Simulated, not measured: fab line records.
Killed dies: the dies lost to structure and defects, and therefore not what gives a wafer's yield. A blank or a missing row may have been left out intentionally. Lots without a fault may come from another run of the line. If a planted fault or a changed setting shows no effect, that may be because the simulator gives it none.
fab line records	flow sky130
[record] lots = 6	wafers = 18	last-day = 50
route steps=708 shown METAL3@556 PAD_OPEN@708
lots that met no fault: from a run of the same line without faults
start-h: hours from the record's first day to the start of the lot's first wafer shown	wait-h: how many hours have passed since the lot's step before this one	" repeats the value in the row above	L1.1+2: a single row standing in for several wafers	- no value, or no start given	* or withheld: withheld	< > ~ a bound
route shown NAME@n: NAME is a module with steps in the file, n the number in the route of the first one	usual: mean/standard deviation of fault-free wafers	same: alike in all rows	chamber/n: place in a boat	sites: per-site readings	_std_site: how widely they spread, as a standard deviation	_edge_site: inner sites' mean taken away from outer sites' mean	radius-mm: for every site, how far away it sits from the centre of the wafer	mask NAME#n: copy n	behind: the tool/chamber that last shaped the wafer	hold: the reason the lot was held/the length of the hold in hours/how it ended	device: transistor that didn't switch, given as n, p or np	end of line: the same wafers' tests at the end of the route	for a step that has no rows: nothing shown but its recipe	killed: dies lost to structure and defects at the first sort, not the wafer's yield	map: dies across one wafer; x = killed, . = not, _ = none there
set.NAME: the setting the step ran with; set.NAME@STEP: the setting that earlier step ran with	model.NAME: the simulator's own value behind a step, which no gauge read
lots seen at some steps along the route; tables by step, rows by wafer
services: when a tool's chamber went out of use (start-h, in hours from the record's first day, below 0 if earlier), for how many hours, and the reason
[[steps]]
[step SKY_METAL3_HMDS_06]
[recipe] prime-time-s = 60	prime-temp-c = 120
[step SKY_METAL3_COAT_07]
[recipe] resist = BARC	temp-c = withheld	time-s = withheld	spin-rpm = 3000	resist-thk-nm = 60
[step SKY_METAL3_COAT_08]
[recipe] resist = KrF-thick	spin-rpm = 3000	resist-thk-nm = 1140
[step SKY_METAL3_SOFTBAKE_09]
[recipe] temp-c = 100	time-s = 90	resist = KrF-thick
[step SKY_METAL3_EXPOSE_10]
[recipe] mask-id = MM3	na = 0.68	source-shape = annular	sigma-inner = 0.4	sigma-outer = 0.8	target-cd-nm = 300	dose-mj = 28.59
[step SKY_METAL3_PEB_11]
[recipe] peb-temp-c = withheld	peb-time-s = withheld	resist = KrF-thick
[step SKY_METAL3_DEVELOP_12]
[recipe] develop-time-s = 60	resist = KrF-thick	dev-temp-c = 21
[step SKY_METAL3_CD_MEAS_13]
[recipe] target-cd-nm = 300
[usual] cd-nm = 300.0/1.4
lot.wafer	tool	chamber	start-h	wait-h	cd-nm
L894.4	cd-sem-02	-	936.57	-	300.1
L894.5	"	-	"	"	300.1
L894.6	"	-	"	"	300.5
L901.2	cd-sem-02	-	989.99	-	299.3
L901.3	"	-	"	"	299.6
L901.4	"	-	"	"	299.2
L902.1	cd-sem-02	-	1007.17	-	298.7
L902.3	"	-	"	"	299.3
L902.6	"	-	"	"	299.1
L907.3	cd-sem-01	-	1029.81	-	301.1
L907.4	"	-	"	"	299.6
L907.6	"	-	"	"	299.6
L908.2	cd-sem-01	-	1035.59	-	300.0
L908.3	"	-	"	"	300.0
L908.6	"	-	"	"	299.1
L912.1	cd-sem-01	-	1052.67	-	301.1
L912.2	"	-	"	"	301.0
L912.6	"	-	"	"	300.5
[step SKY_METAL3_OVL_MEAS_14]
[usual] METAL3_OVL = 2/5.5
lot.wafer	tool	chamber	start-h	wait-h	METAL3_OVL[nm]
L894.4	overlay-01	-	936.65	0.1	3
L894.5	"	-	"	"	-3
L894.6	"	-	"	"	7
L901.2	overlay-02	-	990.09	0.1	-4
L901.3	"	-	"	"	0
L901.4	"	-	"	"	-1
L902.1	overlay-02	-	1007.29	0.1	6
L902.3	"	-	"	"	12
L902.6	"	-	"	"	-9
L907.3	overlay-01	-	1029.90	0.1	-1
L907.4	"	-	"	"	3
L907.6	"	-	"	"	12
L908.2	overlay-01	-	1035.69	0.1	-4
L908.3	"	-	"	"	5
L908.6	"	-	"	"	-4
L912.1	overlay-02	-	1052.79	0.1	-1
L912.2	"	-	"	"	-2
L912.6	"	-	"	"	2
[step SKY_METAL3_DESCUM_15]
[recipe] chemistry = O2	source-power-w = 150	bias-power-w = 0	pressure-mtorr = 10	temp-c = 40	time-s = 8
[usual] drypump-motor-current-A = 5.9/0.46	oes-product-au = 1.003/0.016
[same] bias-power-w = 0
lot.wafer	tool	chamber	start-h	wait-h	drypump-motor-current-A	oes-product-au	rf-hours-counter-h
L894.4	rie-metal-01	0	936.68	0.0	5.7	0.971	-
L894.5	"	0	"	"	5.7	0.975	-
L894.6	"	1	"	"	6.0	1.003	-
L901.2	rie-metal-02	1	990.12	0.0	5.9	0.999	12
L901.3	"	0	"	"	6.2	1.024	-
L901.4	"	1	"	"	5.9	1.015	-
L902.1	rie-metal-02	0	1007.33	0.0	6.2	1.012	5
L902.3	"	0	"	"	6.2	1.009	-
L902.6	"	0	"	"	6.2	1.020	-
L907.3	rie-metal-02	1	1029.93	0.0	5.9	1.014	-
L907.4	"	0	"	"	6.2	1.014	-
L907.6	"	1	"	"	5.9	1.018	-
L908.2	rie-metal-01	0	1035.72	0.0	5.7	0.989	16
L908.3	"	1	"	"	6.0	1.025	-
L908.6	"	0	"	"	5.7	0.984	-
L912.1	rie-metal-04	0	1052.82	0.0	5.0	1.014	19
L912.2	"	1	"	"	6.5	0.994	12
L912.6	"	0	"	"	4.9	1.013	-
[step SKY_METAL3_ETCH_16]
[recipe] chemistry = N2/H2	target = BARC	ion-energy-ev = 200	bias-w = 100	pressure-mtorr = 30	n2-flow-sccm = 100	h2-flow-sccm = 200	icp-w = 500	stop-on = SiO2	time-s = 88.2	target-depth-a = 600
[usual] drypump-motor-current-A = 5.9/0.46	oes-product-au = 0.626/0.0045	throttle-valve-pct = 13.206/0.0082
lot.wafer	tool	chamber	start-h	wait-h	drypump-motor-current-A	oes-product-au	rf-hours-counter-h	throttle-valve-pct
L894.4	rie-metal-01	0	936.73	0.0	5.7	0.623	-	13.206
L894.5	"	0	"	"	5.7	0.636	-	13.188
L894.6	"	1	"	"	6.0	0.625	-	13.202
L901.2	rie-metal-02	1	990.16	0.0	5.9	0.624	12	13.203
L901.3	"	0	"	"	6.2	0.631	-	13.198
L901.4	"	1	"	"	5.9	0.626	-	13.205
L902.1	rie-metal-02	0	1007.36	0.0	6.2	0.628	5	13.203
L902.3	"	0	"	"	6.2	0.624	-	13.197
L902.6	"	0	"	"	6.2	0.625	-	13.210
L907.3	rie-metal-02	1	1029.99	0.0	5.9	0.630	-	13.212
L907.4	"	0	"	"	6.2	0.624	-	13.214
L907.6	"	1	"	"	5.9	0.622	-	13.203
L908.2	rie-metal-01	0	1035.76	0.0	5.7	0.628	16	13.212
L908.3	"	1	"	"	6.0	0.620	-	13.200
L908.6	"	0	"	"	5.7	0.625	-	13.207
L912.1	rie-metal-04	0	1052.86	0.0	5.0	0.622	19	13.197
L912.2	"	1	"	"	6.5	0.627	12	13.204
L912.6	"	0	"	"	5.0	0.625	-	13.200
[step SKY_METAL3_ETCH_17]
[recipe] target = SiO2	stop-on = TiN	chemistry = C4F8/O2/Ar	source-w = 1500	bias-w = 1200	pressure-mtorr = 40	c4f8-flow-sccm = withheld	O2_flow_sccm = 6	Ar_flow_sccm = 300	time-s = 3.9	target-depth-a = 150
[usual] oes-product-au = 0.755/0.008
lot.wafer	tool	chamber	start-h	wait-h	oes-product-au	rf-hours-counter-h
L894.4	rie-diel-02	1	936.80	0.0	0.770	3
L894.5	"	3	"	"	0.759	-
L894.6	"	2	"	"	0.771	-
L901.2	rie-diel-03	0	990.25	0.1	0.742	15
L901.3	"	3	"	"	0.761	16
L901.4	"	1	"	"	0.759	13
L902.1	rie-diel-03	1	1007.46	0.1	0.752	14
L902.3	"	2	"	"	0.772	10
L902.6	"	0	"	"	0.772	-
L907.3	rie-diel-04	0	1030.05	0.0	0.760	4
L907.4	"	3	"	"	0.769	-
L907.6	"	2	"	"	0.766	-
L908.2	rie-diel-04	3	1035.85	0.1	0.759	20
L908.3	"	2	"	"	0.768	27
L908.6	"	1	"	"	0.758	-
L912.1	rie-diel-02	2	1052.95	0.1	0.750	5
L912.2	"	3	"	"	0.756	26
L912.6	"	3	"	"	0.761	-
[step SKY_METAL3_METAL_ETCH_18]
[recipe] target-depth-a = 8450	stop-on = SiO2	over-etch-frac = 0.3	time-s = 183.1	chemistry = Cl2/BCl3	resist-sidewall-deg = 88	pressure-mtorr = 10	icp-w = 900	bias-w = 48.5	Cl2_flow_sccm = 60	bcl3-flow-sccm = 30
[usual] drypump-motor-current-A = 5.9/0.51	oes-product-au = 0.865/0.0077	throttle-valve-pct = 22.264/0.0089
lot.wafer	tool	chamber	start-h	wait-h	drypump-motor-current-A	oes-product-au	rf-hours-counter-h	throttle-valve-pct	model.KrF-thick_of_METAL3_COAT_08.thk-nm	model.METAL3.cd-nm	model.SiO2_of_VIA2_HDPCVD_00.thk-nm
L894.4	rie-metal-02	0	936.87	0.1	6.2	0.864	-	22.262	509.4	300.9	463.9
L894.5	"	1	"	"	5.8	0.872	-	22.278	521.5	303	463.5
L894.6	"	0	"	"	6.2	0.869	-	22.261	507.5	300.3	462.9
L901.2	rie-metal-04	1	990.27	0.0	6.6	0.864	9	22.264	536	298.8	464.2
L901.3	"	1	"	"	6.5	0.857	-	22.262	535.6	303.4	465.3
L901.4	"	0	"	"	5.0	0.866	-	22.261	612.3	306.2	468.6
L902.1	rie-metal-04	1	1007.48	0.0	6.5	0.867	10	22.256	534.8	303.5	466.9
L902.3	"	0	"	"	5.0	0.866	-	22.260	606.8	307.9	467.7
L902.6	"	0	"	"	5.0	0.867	-	22.256	610	309.6	468.6
L907.3	rie-metal-01	0	1030.19	0.1	5.7	0.866	-	22.279	547.2	292.4	466.2
L907.4	"	0	"	"	5.7	0.876	-	22.253	545	294.9	468
L907.6	"	0	"	"	5.8	0.862	-	22.253	548.6	291.4	466.2
L908.2	rie-metal-02	0	1035.87	0.0	6.2	0.866	7	22.271	505.6	303.4	465
L908.3	"	1	"	"	5.8	0.860	-	22.266	509	302.1	465.3
L908.6	"	1	"	"	5.9	0.856	-	22.272	516.9	298.9	465.2
L912.1	rie-metal-02	1	1052.97	0.0	5.9	0.866	16	22.268	509	300.7	464.8
L912.2	"	1	"	"	5.9	0.858	-	22.261	510.8	297.5	466.6
L912.6	"	1	"	"	5.9	0.858	-	22.266	509	298.1	464.9
[step SKY_METAL3_STRIP_19]
[recipe] chemistry = O2/N2	power-w = 1400	pressure-mtorr = 1500	platen-temp-c = withheld	o2-flow-sccm = 3000	n2-flow-sccm = 300	overash-fraction = 0.5
[usual] drypump-motor-current-A = 6.00/0.24	o2-flow-sccm = 3000/8.5	oes-product-au = 0.500/0.0068	strip-time-to-endpoint-s = 6.50/0.12
lot.wafer	tool	chamber	start-h	wait-h	drypump-motor-current-A	o2-flow-sccm	oes-product-au	rf-hours-counter-h	strip-time-to-endpoint-s
L894.4	plasma-asher-03	1	937.03	0.1	6.28	2999	0.490	-	6.36
L894.5	"	1	"	"	6.28	3002	0.501	-	6.47
L894.6	"	0	"	"	6.14	2989	0.495	-	6.35
L901.2	plasma-asher-04	0	990.45	0.1	5.99	3006	0.497	23	6.63
L901.3	"	0	"	"	6.00	3000	0.506	-	6.62
L901.4	"	1	"	"	5.55	3013	0.533	-	7.40
L902.1	plasma-asher-03	1	1007.66	0.1	6.28	3008	0.502	121	6.60
L902.3	"	0	"	"	6.12	2994	0.526	-	7.34
L902.6	"	0	"	"	6.14	2997	0.540	-	7.37
L907.3	plasma-asher-04	1	1030.46	0.2	5.54	2989	0.508	-	6.72
L907.4	"	0	"	"	5.97	2980	0.509	-	6.72
L907.6	"	1	"	"	5.55	2996	0.515	-	6.74
L908.2	plasma-asher-03	1	1036.05	0.1	6.28	3000	0.484	124	6.32
L908.3	"	1	"	"	6.28	2993	0.491	-	6.36
L908.6	"	0	"	"	6.10	3000	0.490	-	6.44
L912.1	plasma-asher-03	1	1053.33	0.3	6.28	3004	0.496	125	6.35
L912.2	"	0	"	"	6.15	3007	0.498	125	6.37
L912.6	"	1	"	"	6.27	2994	0.487	-	6.35
[step SKY_METAL3_STRIP_20]
[recipe] chemistry = post-etch-residue-remover	time-s = 1200	temp-c = 72.5
[step SKY_PAD_OPEN_PROBE_99]
[usual] defect-limited-yield = 82.4/1.9	killed_at_M0_to_M3 = 44/6.5	killed_at_M4_up = 3.0/1.5	killed-at-contacts = 25/5.1	killed-at-front-end = 14/4.1	killed-at-other = 0.3/0.57	killed-dies = 87/9.5	killed-open = 48/6.8	killed-short = 39/6.2	sort_bin_3_pad_short = 0.8/0.42	sort_bin_5_function = 10.4/1.4	sort_bin_6_memory = 6.3/1.2	sort-n-pass = 405/9.5	sort-yield-pct = 82.4/1.9
[same] gross-dies = 492	killed-at-back-side = 0	sort_bin_4_leakage[%] = 0	sort_bin_8_speed[%] = 0
lot.wafer	tool	chamber	start-h	wait-h	defect-limited-yield[%]	killed_at_M0_to_M3	killed_at_M4_up	killed-at-contacts	killed-at-front-end	killed-at-other	killed-dies	killed-open	killed-short	sort_bin_3_pad_short[%]	sort_bin_5_function[%]	sort_bin_6_memory[%]	sort-n-pass	sort-yield-pct[%]	model.etest.met3.width-nm	model.etest.met3-comb.leak-log10-a-um
L894.4	prober-02	-	1104.82	0.2	79.5	50	2	28	20	1	101	52	48	1.4	12.0	7.1	391	79.5	300.3	-12.11
L894.5	prober-02	-	1104.87	0.2	80.9	46	2	26	20	0	94	46	48	1.6	10.0	7.5	398	80.9	306.2	-11.98
L894.6	prober-02	-	1104.92	0.2	83.1	37	3	28	13	2	83	46	36	0.2	10.2	6.5	409	83.1	302.7	-11.85
L901.2	prober-01	-	1148.05	0.1	80.7	53	5	21	15	1	95	46	47	1.0	11.8	6.5	397	80.7	299.6	-12.06
L901.3	prober-01	-	1148.10	0.2	80.7	49	2	29	15	0	95	61	33	0.6	11.2	7.5	397	80.7	301.1	-12.14
L901.4	prober-01	-	1148.15	0.2	81.5	40	3	30	18	0	91	44	47	0.6	9.6	8.3	401	81.5	304.6	-11.65
L902.1	prober-01	-	1163.46	0.1	81.9	46	4	24	15	0	89	54	33	0.2	11.4	6.5	403	81.9	304.6	-12.11
L902.3	prober-01	-	1163.56	0.2	83.9	41	0	22	16	0	79	43	36	1.2	10.0	4.9	413	83.9	307.9	-12.13
L902.6	prober-01	-	1163.71	0.2	80.5	58	1	24	11	2	96	50	45	1.2	11.2	7.1	396	80.5	309.3	-11.42
L907.3	prober-01	-	1179.83	0.2	81.3	39	2	31	19	1	92	51	41	1.0	12.4	5.3	400	81.3	293.8	-11.86
L907.4	prober-01	-	1179.88	0.2	82.7	40	4	26	15	0	85	48	35	1.0	10.6	5.7	407	82.7	289.8	-12
L907.6	prober-01	-	1179.98	0.2	82.7	37	3	24	19	2	85	43	39	1.0	10.8	5.5	407	82.7	289.2	-11.95
L908.2	prober-01	-	1186.16	0.1	85.4	28	3	28	13	0	72	44	28	0.8	8.3	5.5	420	85.4	307.1	-12.24
L908.3	prober-01	-	1186.21	0.2	85.0	40	2	19	13	0	74	42	32	0.6	10.0	4.5	418	85.0	302.5	-11.99
L908.6	prober-01	-	1186.36	0.2	82.9	47	3	24	10	0	84	40	44	1.0	11.0	5.1	408	82.9	299.5	-11.92
L912.1	prober-01	-	1195.67	0.1	80.1	54	3	23	17	1	98	54	44	1.6	10.4	7.9	394	80.1	297.7	-11.89
L912.2	prober-01	-	1195.72	0.1	83.3	44	2	22	13	1	82	55	27	0.2	8.9	7.5	410	83.3	297.6	-11.93
L912.6	prober-01	-	1195.92	0.2	80.3	45	4	33	15	0	97	54	43	1.0	11.6	7.1	395	80.3	297.4	-11.87
// killed by level:class
L894.4 CONTACT:geometric-particle:open=13 VIA1:geometric-particle:open=10 VIA1:geometric-particle:short=8 LI_CONTACT:geometric-particle:open=7 POLY_GATE:geometric-particle:short=6 METAL2:geometric-particle:short=6 VIA3:geometric-particle:open=5 VIA2:geometric-particle:short=5
L894.5 CONTACT:geometric-particle:open=11 VIA2:geometric-particle:open=11 METAL1:geometric-particle:short=8 POLY_GATE:geometric-particle:short=6 METAL2:geometric-particle:short=5 VIA3:geometric-particle:open=5 FIELD_ISO:geometric-particle:short=4 LI_CONTACT:geometric-particle:open=4
L894.6 VIA1:geometric-particle:open=11 CONTACT:geometric-particle:open=7 LI_CONTACT:geometric-particle:short=6 LOCAL_INTERCONNECT:geometric-particle:short=5 CONTACT:geometric-particle:short=5 VIA2:geometric-particle:open=5 VIA3:geometric-particle:open=5 LI_CONTACT:geometric-particle:open=4
L901.2 VIA1:geometric-particle:open=9 LI_CONTACT:geometric-particle:open=8 CONTACT:geometric-particle:open=7 METAL2:geometric-particle:short=7 VIA3:geometric-particle:open=7 FIELD_ISO:geometric-particle:short=5 METAL1:geometric-particle:short=5 VIA1:geometric-particle:short=5
L901.3 VIA1:geometric-particle:open=15 CONTACT:geometric-particle:open=14 METAL1:geometric-particle:short=8 VIA3:geometric-particle:open=8 VIA2:geometric-particle:open=7 FIELD_ISO:geometric-particle:short=6 LI_CONTACT:geometric-particle:open=5 FIELD_ISO:geometric-particle:open=4
L901.4 CONTACT:geometric-particle:open=13 VIA1:geometric-particle:open=7 METAL1:geometric-particle:short=5 CONTACT:geometric-particle:short=5 FIELD_ISO:geometric-particle:open=4 POLY_GATE:geometric-particle:short=4 LI_CONTACT:geometric-particle:short=4 LOCAL_INTERCONNECT:geometric-particle:short=4
L902.1 VIA3:geometric-particle:open=10 LI_CONTACT:geometric-particle:open=9 VIA1:geometric-particle:open=9 CONTACT:geometric-particle:open=8 VIA2:geometric-particle:open=7 VIA2:geometric-particle:short=5 METAL1:geometric-particle:short=5 POLY_GATE:geometric-particle:open=4
L902.3 CONTACT:geometric-particle:open=13 VIA1:geometric-particle:open=10 METAL1:geometric-particle:short=6 VIA3:geometric-particle:open=5 METAL1:geometric-particle:open=4 VIA1:geometric-particle:short=4 VIA2:geometric-particle:open=4 FIELD_ISO:geometric-particle:short=3
L902.6 VIA1:geometric-particle:open=21 METAL2:geometric-particle:short=10 LOCAL_INTERCONNECT:geometric-particle:short=8 LI_CONTACT:geometric-particle:open=7 POLY_GATE:geometric-particle:short=6 CONTACT:geometric-particle:open=6 VIA1:geometric-particle:short=6 VIA2:geometric-particle:open=6
L907.3 VIA1:geometric-particle:open=15 CONTACT:geometric-particle:open=14 FIELD_ISO:geometric-particle:open=5 LI_CONTACT:geometric-particle:open=5 LOCAL_INTERCONNECT:geometric-particle:short=5 VIA3:geometric-particle:short=5 METAL2:geometric-particle:short=5 FIELD_ISO:geometric-particle:short=4
L907.4 CONTACT:geometric-particle:open=12 LI_CONTACT:geometric-particle:open=8 VIA1:geometric-particle:open=8 VIA3:geometric-particle:open=7 FIELD_ISO:geometric-particle:short=5 METAL1:geometric-particle:short=5 VIA1:geometric-particle:short=5 VIA2:geometric-particle:open=4
L907.6 CONTACT:geometric-particle:open=8 VIA1:geometric-particle:open=8 CONTACT:geometric-particle:short=7 VIA2:geometric-particle:open=6 FIELD_ISO:geometric-particle:short=5 FIELD_ISO:geometric-particle:open=5 VIA1:geometric-particle:short=5 METAL2:geometric-particle:short=5
L908.2 LI_CONTACT:geometric-particle:open=12 CONTACT:geometric-particle:open=9 VIA2:geometric-particle:open=7 METAL1:geometric-particle:short=5 FIELD_ISO:geometric-particle:short=4 FIELD_ISO:geometric-particle:open=4 VIA1:geometric-particle:open=4 LI_CONTACT:geometric-particle:short=3
L908.3 LI_CONTACT:geometric-particle:open=10 METAL1:geometric-particle:short=8 METAL2:geometric-particle:short=7 VIA2:geometric-particle:open=7 VIA1:geometric-particle:open=6 CONTACT:geometric-particle:open=6 VIA1:geometric-particle:short=6 POLY_GATE:geometric-particle:open=4
L908.6 VIA1:geometric-particle:open=9 VIA1:geometric-particle:short=8 CONTACT:geometric-particle:open=8 VIA2:geometric-particle:open=8 METAL1:geometric-particle:short=7 LI_CONTACT:geometric-particle:open=5 CONTACT:geometric-particle:short=5 VIA3:geometric-particle:open=4
L912.1 VIA1:geometric-particle:open=17 VIA1:geometric-particle:short=10 LI_CONTACT:geometric-particle:open=9 CONTACT:geometric-particle:open=7 METAL1:geometric-particle:short=7 VIA2:geometric-particle:open=5 VIA3:geometric-particle:open=5 METAL2:geometric-particle:short=4
L912.2 VIA1:geometric-particle:open=16 CONTACT:geometric-particle:open=10 VIA2:geometric-particle:open=8 POLY_GATE:geometric-particle:open=5 LI_CONTACT:geometric-particle:open=5 METAL1:geometric-particle:short=5 VIA1:geometric-particle:short=5 LOCAL_INTERCONNECT:geometric-particle:short=4
L912.6 VIA1:geometric-particle:open=18 CONTACT:geometric-particle:open=10 LOCAL_INTERCONNECT:geometric-particle:short=8 CONTACT:geometric-particle:short=6 METAL2:geometric-particle:short=6 VIA1:geometric-particle:short=5 POLY_GATE:geometric-particle:open=4 LI_CONTACT:geometric-particle:open=4
[[services]]
tool	chamber	start-h	hours	kind
rie-metal-02	-	936.99	10.0	pm
plasma-asher-04	-	940.69	14.6	pm
rie-diel-04	-	1005.37	14.6	pm
rie-metal-01	1	1011.06	-	clean
rie-metal-01	1	1011.06	22.6	scheduled-down
rie-metal-01	1	1011.06	22.6	vent-cycle
rie-diel-04	1	1028.29	4.7	repair
rie-metal-04	-	1033.76	0.1	repair
rie-diel-03	1	1034.36	6.4	repair
rie-diel-04	2	1040.03	-	clean
rie-diel-04	2	1040.03	25.0	scheduled-down
rie-diel-04	2	1040.03	25.0	vent-cycle
rie-metal-01	-	1040.26	28.1	pm
rie-metal-02	0	1052.77	5.5	repair
[[key]]
[first-sign] step = SKY_METAL3_STRIP_19	reading = strip-time-to-endpoint-s	direction = up	sigmas = 6.9	usual = *	struck = *
[effect] step = SKY_METAL3_STRIP_19	reading = oes-product-au	direction = up	sigmas = 4.8	usual = 0.500	struck = 0.533
[model-effect] step = SKY_METAL3_METAL_ETCH_18	value = KrF-thick_of_METAL3_COAT_08.thk-nm	without = 520.7	struck = 609.7
[model-effect] step = SKY_PAD_OPEN_PROBE_99	value = etest.met3.width-nm	without = 297.7	struck = 307.3
met-at SKY_METAL3_METAL_ETCH_18
struck-wafers L901.4,L902.3,L902.6
[fault] kind = process-parameter-drift	tool = rie-metal-04	chamber = 0	onset-h = 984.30	steps = SKY_METAL3_METAL_ETCH_18	channel = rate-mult	offset = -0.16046	shape = step	end-h = 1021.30
